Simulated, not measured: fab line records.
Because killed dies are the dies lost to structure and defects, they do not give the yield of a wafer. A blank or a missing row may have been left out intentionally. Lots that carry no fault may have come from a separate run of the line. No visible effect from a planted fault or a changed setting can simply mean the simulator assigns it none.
Split-lot experiment :: flow sfqLine :: 5 lots, 23 wafers read, on a route of 325 steps

== THE SPLIT ==
At SFQ_TRILAYER_I1_VIA_LITHO_COAT_054 (resist thk 62 nm), the setting spinRpm was moved away from the recipe's 3000 rpm on 5 of the 23 wafers read, by -5.5% to -5.5%. The other wafers ran this setting at the recipe's value.

Reading taken at the split's own step.

== THE READING ==
BARC_of_TRILAYER_I1_VIA_LITHO_COAT_054.thkNm (the simulator's own value, which no gauge read), in nm, at SFQ_TRILAYER_I1_VIA_LITHO_COAT_054 (resist thk 62 nm). No usual value for it is given in the file. Average 62.15 nm, standard deviation 0.1 nm, over the 18 wafers here run with the recipe.

wafer: L075.1
tool, chamber at the split: lithoTrack-01, 0
spinRpm as run, rpm: 3000
against the recipe: recipe
BARC_of_TRILAYER_I1_VIA_LITHO_COAT_054.thkNm, nm: 62.27
against lot-mates on the recipe: -

wafer: L075.2
tool, chamber at the split: lithoTrack-01, 0
spinRpm as run, rpm: 2836
against the recipe: -5.5%
BARC_of_TRILAYER_I1_VIA_LITHO_COAT_054.thkNm, nm: 64.07
against lot-mates on the recipe: +1.78

wafer: L075.3
tool, chamber at the split: lithoTrack-01, 0
spinRpm as run, rpm: 2836
against the recipe: -5.5%
BARC_of_TRILAYER_I1_VIA_LITHO_COAT_054.thkNm, nm: 64.16
against lot-mates on the recipe: +1.87

wafer: L075.5
tool, chamber at the split: lithoTrack-01, 0
spinRpm as run, rpm: 3000
against the recipe: recipe
BARC_of_TRILAYER_I1_VIA_LITHO_COAT_054.thkNm, nm: 62.26
against lot-mates on the recipe: -

wafer: L075.6
tool, chamber at the split: lithoTrack-01, 0
spinRpm as run, rpm: 3000
against the recipe: recipe
BARC_of_TRILAYER_I1_VIA_LITHO_COAT_054.thkNm, nm: 62.35
against lot-mates on the recipe: -

wafer: L077.1
tool, chamber at the split: lithoTrack-03, 0
spinRpm as run, rpm: 3000
against the recipe: recipe
BARC_of_TRILAYER_I1_VIA_LITHO_COAT_054.thkNm, nm: 62.2
against lot-mates on the recipe: -

wafer: L077.3
tool, chamber at the split: lithoTrack-03, 0
spinRpm as run, rpm: 3000
against the recipe: recipe
BARC_of_TRILAYER_I1_VIA_LITHO_COAT_054.thkNm, nm: 62.12
against lot-mates on the recipe: -

wafer: L077.4
tool, chamber at the split: lithoTrack-03, 0
spinRpm as run, rpm: 3000
against the recipe: recipe
BARC_of_TRILAYER_I1_VIA_LITHO_COAT_054.thkNm, nm: 62.18
against lot-mates on the recipe: -

wafer: L077.5
tool, chamber at the split: lithoTrack-03, 0
spinRpm as run, rpm: 3000
against the recipe: recipe
BARC_of_TRILAYER_I1_VIA_LITHO_COAT_054.thkNm, nm: 62.19
against lot-mates on the recipe: -

wafer: L077.6
tool, chamber at the split: lithoTrack-03, 0
spinRpm as run, rpm: 3000
against the recipe: recipe
BARC_of_TRILAYER_I1_VIA_LITHO_COAT_054.thkNm, nm: 62.07
against lot-mates on the recipe: -

wafer: L078.1
tool, chamber at the split: lithoTrack-01, 0
spinRpm as run, rpm: 3000
against the recipe: recipe
BARC_of_TRILAYER_I1_VIA_LITHO_COAT_054.thkNm, nm: 62.03
against lot-mates on the recipe: -

wafer: L078.5
tool, chamber at the split: lithoTrack-01, 0
spinRpm as run, rpm: 3000
against the recipe: recipe
BARC_of_TRILAYER_I1_VIA_LITHO_COAT_054.thkNm, nm: 61.95
against lot-mates on the recipe: -

wafer: L078.6
tool, chamber at the split: lithoTrack-01, 0
spinRpm as run, rpm: 3000
against the recipe: recipe
BARC_of_TRILAYER_I1_VIA_LITHO_COAT_054.thkNm, nm: 62.19
against lot-mates on the recipe: -

wafer: L079.2
tool, chamber at the split: lithoTrack-03, 0
spinRpm as run, rpm: 3000
against the recipe: recipe
BARC_of_TRILAYER_I1_VIA_LITHO_COAT_054.thkNm, nm: 62.17
against lot-mates on the recipe: -

wafer: L079.3
tool, chamber at the split: lithoTrack-03, 0
spinRpm as run, rpm: 3000
against the recipe: recipe
BARC_of_TRILAYER_I1_VIA_LITHO_COAT_054.thkNm, nm: 62.06
against lot-mates on the recipe: -

wafer: L079.4
tool, chamber at the split: lithoTrack-03, 0
spinRpm as run, rpm: 3000
against the recipe: recipe
BARC_of_TRILAYER_I1_VIA_LITHO_COAT_054.thkNm, nm: 62.04
against lot-mates on the recipe: -

wafer: L079.5
tool, chamber at the split: lithoTrack-03, 0
spinRpm as run, rpm: 3000
against the recipe: recipe
BARC_of_TRILAYER_I1_VIA_LITHO_COAT_054.thkNm, nm: 62.09
against lot-mates on the recipe: -

wafer: L079.6
tool, chamber at the split: lithoTrack-03, 0
spinRpm as run, rpm: 3000
against the recipe: recipe
BARC_of_TRILAYER_I1_VIA_LITHO_COAT_054.thkNm, nm: 62.1
against lot-mates on the recipe: -

wafer: L080.1
tool, chamber at the split: lithoTrack-01, 0
spinRpm as run, rpm: 2834
against the recipe: -5.5%
BARC_of_TRILAYER_I1_VIA_LITHO_COAT_054.thkNm, nm: 63.77
against lot-mates on the recipe: +1.53

wafer: L080.2
tool, chamber at the split: lithoTrack-01, 0
spinRpm as run, rpm: 3000
against the recipe: recipe
BARC_of_TRILAYER_I1_VIA_LITHO_COAT_054.thkNm, nm: 62.2
against lot-mates on the recipe: -

wafer: L080.3
tool, chamber at the split: lithoTrack-01, 0
spinRpm as run, rpm: 2834
against the recipe: -5.5%
BARC_of_TRILAYER_I1_VIA_LITHO_COAT_054.thkNm, nm: 63.78
against lot-mates on the recipe: +1.54

wafer: L080.4
tool, chamber at the split: lithoTrack-01, 0
spinRpm as run, rpm: 2834
against the recipe: -5.5%
BARC_of_TRILAYER_I1_VIA_LITHO_COAT_054.thkNm, nm: 64.01
against lot-mates on the recipe: +1.77

wafer: L080.5
tool, chamber at the split: lithoTrack-01, 0
spinRpm as run, rpm: 3000
against the recipe: recipe
BARC_of_TRILAYER_I1_VIA_LITHO_COAT_054.thkNm, nm: 62.28
against lot-mates on the recipe: -

FIT RESULTS
A straight line over all 23 wafers: BARC_of_TRILAYER_I1_VIA_LITHO_COAT_054.thkNm changes by -0.328 nm for each +1% of spinRpm; r = -0.99; the points scatter about the line by 0.12 nm.
The same after taking each lot's own level away (the mean of its wafers on the recipe; 23 wafers): -0.308 nm for each +1%; r = -0.99; scatter 0.088 nm.
Per that fit: largest spinRpm move, reading shift of 1.7 nm.
Across the lots, their own levels run from 62.057 to 62.293 nm, a range of 2.4 times the standard deviation given above.
Consequently the slope shifts little with the lot-to-lot level, the two slopes agreeing.
Check: for one of the wafers moved furthest among these (-5.5%), held out of the fit, the line's prediction against its lot-mates is +1.75 nm. Against them it came out at +1.53 nm.

== OTHER SPLITS ON THESE WAFERS ==
Other splits were also applied to these wafers ahead of the reading. Each is held against what the fit with the lots' levels taken away leaves over:
other split on the same wafers: SFQ_TRILAYER_M1_LITHO_PEB_042 pebTempC
wafers away from the commonest value: 10
r with BARC_of_TRILAYER_I1_VIA_LITHO_COAT_054.thkNm (lot level and that fit taken away): +0.12

other split on the same wafers: SFQ_TRILAYER_I1_DEP_PECVD_045 timeS
wafers away from the commonest value: 10
r with BARC_of_TRILAYER_I1_VIA_LITHO_COAT_054.thkNm (lot level and that fit taken away): +0.11

== FILE'S OWN FIT ==
BARC_of_TRILAYER_I1_VIA_LITHO_COAT_054.thkNm changes by -0.312 nm for each +1% of spinRpm, r = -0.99.
